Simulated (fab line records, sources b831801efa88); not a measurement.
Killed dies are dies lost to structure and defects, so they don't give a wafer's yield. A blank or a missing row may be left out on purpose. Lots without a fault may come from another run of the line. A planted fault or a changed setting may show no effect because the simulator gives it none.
Which tool did it? | flow gf180mcu | 12 lots, 36 wafers sampled, at 5 steps of a route of 602

WHAT THE GAUGES READ, wafer by wafer
GF_V5_THK_MEAS_25: measures by xrf. Usual: V5_W_THK 364 nm, standard deviation 5.3.
lot  | measured     | on            | V5_W_THK (nm) | flag
L686 | day 27 09:01 | film_metro-03 | 354 353 354   |
L687 | day 27 22:16 | film_metro-03 | 354 355 357   |
L690 | day 28 11:15 | film_metro-02 | 365 374 365   |
L691 | day 28 21:07 | film_metro-02 | 370 367 367   |
L694 | day 29 15:17 | film_metro-02 | 367 365 366   |
L695 | day 30 00:17 | film_metro-02 | 361 364 363   |
L696 | day 30 14:19 | film_metro-01 | 362 360 357   |
L704 | day 32 12:19 | film_metro-03 | 365 370 366   |
L705 | day 32 18:09 | film_metro-01 | 358 352 357   |
L707 | day 33 01:24 | film_metro-02 | 364 372 363   |
L708 | day 33 08:16 | film_metro-02 | 371 369 370   |
L709 | day 33 14:29 | film_metro-02 | 368 372 363   |

GF_TOP_METAL_CD_MEAS_14: target cd 440 nm. Usual: cd_nm 439.9 nm, standard deviation 2.4.
lot  | measured     | on        | cd_nm (nm)        | flag
L686 | day 28 05:31 | cd_sem-02 | 440.0 440.1 441.5 |
L687 | day 28 18:55 | cd_sem-01 | 439.2 441.6 443.4 |
L690 | day 29 05:56 | cd_sem-02 | 439.4 438.2 439.5 |
L691 | day 29 16:39 | cd_sem-01 | 438.7 437.7 437.7 |
L694 | day 30 11:06 | cd_sem-01 | 439.9 438.5 438.5 |
L695 | day 30 18:55 | cd_sem-01 | 532.8 532.7 531.4 | OFF
L696 | day 31 08:40 | cd_sem-02 | 512.2 511.6 511.7 | OFF
L704 | day 33 04:35 | cd_sem-02 | 439.3 439.4 439.0 |
L705 | day 33 10:25 | cd_sem-01 | 437.2 437.6 438.9 |
L707 | day 33 17:26 | cd_sem-01 | 440.8 440.2 441.9 |
L708 | day 34 00:14 | cd_sem-01 | 435.6 439.3 436.9 |
L709 | day 34 06:19 | cd_sem-01 | 439.4 438.2 439.8 |

WHICH TOOL RAN EACH LOT (tool, then ch and the chambers of the sampled wafers, then the start)
lot  | GF_V5_CMP_04                  | GF_V5_STRIP_18                       | GF_TOP_METAL_EXPOSE_11
L686 | cmp-01 ch 0,1,3, day 26 11:25 | plasma_asher-03 ch 0,1, day 27 08:08 | iline_stepper-02 ch 0, day 27 20:11
L687 | cmp-02 ch 0,1,2, day 27 00:22 | plasma_asher-04 ch 0,1, day 27 21:22 | iline_stepper-02 ch 0, day 28 08:49
L690 | cmp-02 ch 1,3, day 27 14:08   | plasma_asher-02 ch 0,1, day 28 10:22 | iline_stepper-02 ch 0, day 28 21:17
L691 | cmp-02 ch 0,2,3, day 27 23:38 | plasma_asher-03 ch 0,1, day 28 20:12 | iline_stepper-01 ch 0, day 29 07:31
L694 | cmp-02 ch 0,1,2, day 28 19:03 | plasma_asher-03 ch 0,1, day 29 14:24 | iline_stepper-01 ch 0, day 30 01:24
L695 | cmp-01 ch 0,2,3, day 29 03:52 | plasma_asher-04 ch 0,1, day 29 23:22 | iline_stepper-02 ch 0, day 30 10:46
L696 | cmp-01 ch 1,2,3, day 29 18:25 | plasma_asher-04 ch 0,1, day 30 13:25 | iline_stepper-02 ch 0, day 30 23:40
L704 | cmp-01 ch 0,1,2, day 31 18:23 | plasma_asher-03 ch 0,1, day 32 11:27 | iline_stepper-01 ch 0, day 32 21:05
L705 | cmp-02 ch 0,1,3, day 32 00:53 | plasma_asher-03 ch 0,1, day 32 17:17 | iline_stepper-01 ch 0, day 33 02:47
L707 | cmp-02 ch 0,3, day 32 07:41   | plasma_asher-04 ch 0,1, day 33 00:32 | iline_stepper-01 ch 0, day 33 09:58
L708 | cmp-01 ch 0,1,3, day 32 14:50 | plasma_asher-04 ch 1, day 33 07:23   | iline_stepper-01 ch 0, day 33 17:06
L709 | cmp-02 ch 0,1,2, day 32 21:16 | plasma_asher-04 ch 0,1, day 33 13:35 | iline_stepper-01 ch 0, day 33 22:31
- GF_V5_CMP_04: polishes SiO2.
- GF_V5_STRIP_18: strips in O2/N2.
- GF_TOP_METAL_EXPOSE_11: exposes mask MetalTop, target cd 440 nm.

WHAT THE TOOLS THEMSELVES READ (means of the sampled wafers that have a number; where no wafer has one, the mark that the record gives instead)
GF_V5_CMP_04. Usual: edge_zone_pressure_frac 1.000, standard deviation 0.0044; motor_current_A 12.5 A, standard deviation 1.7.
lot  | tool   | edge_zone_pressure_frac | motor_current_A (A) | flag
L686 | cmp-01 | 1.001                   | 13.9                |
L687 | cmp-02 | 1.001                   | 11.8                |
L690 | cmp-02 | 1.000                   | 12.8                |
L691 | cmp-02 | 1.004                   | 11.8                |
L694 | cmp-02 | 1.001                   | 11.6                |
L695 | cmp-01 | 1.000                   | 13.0                |
L696 | cmp-01 | 1.001                   | 13.9                |
L704 | cmp-01 | 0.997                   | 13.4                |
L705 | cmp-02 | 1.002                   | 11.2                |
L707 | cmp-02 | 1.000                   | 11.4                |
L708 | cmp-01 | 1.000                   | 14.1                |
L709 | cmp-02 | 1.000                   | 11.5                |

GF_V5_STRIP_18. Usual: drypump_motor_current_A 5.5 A, standard deviation 0.41; heater_power_w 334 W, standard deviation 41; oes_product_au 0.568 a.u., standard deviation 0.0049.
lot  | tool            | drypump_motor_current_A (A) | heater_power_w (W) | oes_product_au (a.u.) | flag
L686 | plasma_asher-03 | 5.2                         | 376                | 0.565                 |
L687 | plasma_asher-04 | 5.6                         | 322                | 0.569                 |
L690 | plasma_asher-02 | 6.1                         | 336                | 0.566                 |
L691 | plasma_asher-03 | 5.0                         | 334                | 0.570                 |
L694 | plasma_asher-03 | 5.2                         | 370                | 0.567                 |
L695 | plasma_asher-04 | 5.6                         | 299                | 0.571                 |
L696 | plasma_asher-04 | 5.6                         | 302                | 0.572                 |
L704 | plasma_asher-03 | 5.2                         | 371                | 0.566                 |
L705 | plasma_asher-03 | 5.2                         | 373                | 0.568                 |
L707 | plasma_asher-04 | 5.6                         | 306                | 0.566                 |
L708 | plasma_asher-04 | 5.6                         | 329                | 0.563                 |
L709 | plasma_asher-04 | 5.6                         | 315                | 0.573                 |

GF_TOP_METAL_EXPOSE_11. Usual: exposure_dose_mJ_cm2 169.77, standard deviation 0.19; reticle_temp_C 23.02 C, standard deviation 0.1.
lot  | tool             | exposure_dose_mJ_cm2 | reticle_temp_C (C) | flag
L686 | iline_stepper-02 | 169.82               | 23.03              |
L687 | iline_stepper-02 | 169.83               | 23.04              |
L690 | iline_stepper-02 | 169.56               | 22.96              |
L691 | iline_stepper-01 | 169.98               | 22.94              |
L694 | iline_stepper-01 | 170.02               | 22.96              |
L695 | iline_stepper-02 | 122.92               | 22.95              | OFF
L696 | iline_stepper-02 | 132.57               | 22.96              | OFF
L704 | iline_stepper-01 | 170.11               | 23.10              |
L705 | iline_stepper-01 | 169.59               | 23.01              |
L707 | iline_stepper-01 | 169.88               | 23.01              |
L708 | iline_stepper-01 | 169.53               | 23.19              |
L709 | iline_stepper-01 | 169.67               | 23.02              |

THE ANSWER, worked out from the rows above alone
Rule: a lot is off if the mean of its wafers that have a number lies more than 3 standard deviations from the usual mean. A lot without any number at a reading at which 4 lots or more have one is off too. The other lots that the step has rows for count as sound. The gauges are gone through in route order, then the tools' own readings, and for those a lot's mean is taken as printed above. The first step at which some lot is off is used, and at that step the reading that is off furthest; a lot without a number counts as furthest.
Off: L695, L696, at GF_TOP_METAL_CD_MEAS_14 (cd_nm).
A tool fits if, at a process step before that reading, it ran every lot that is off, and no sound lot after the first of them. The gauges at GF_TOP_METAL_CD_MEAS_14 aren't tried: what is off there is off at GF_TOP_METAL_EXPOSE_11 too, on other tools, and a gauge's error can't cause that. One fits: iline_stepper-02 at GF_TOP_METAL_EXPOSE_11. Its last sound lot is L690 (day 28 21:17), its first lot that is off L695 (day 30 10:46): a fault that began between those two fits.
The tool's own readings at GF_TOP_METAL_EXPOSE_11 bear it out: on the lots that are off they differ by more than 5 times the standard deviation of the sound lots' means. exposure_dose_mJ_cm2 reads 127.75 there against 169.80 on the sound lots.

WHAT THE SIMULATOR HAD PUT IN
Process parameter drift: iline_stepper-02, from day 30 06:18 on, at GF_TOP_METAL_EXPOSE_11. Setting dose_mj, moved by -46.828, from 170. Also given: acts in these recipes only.
Lots struck among those shown: L695, L696. The rule above found the same.
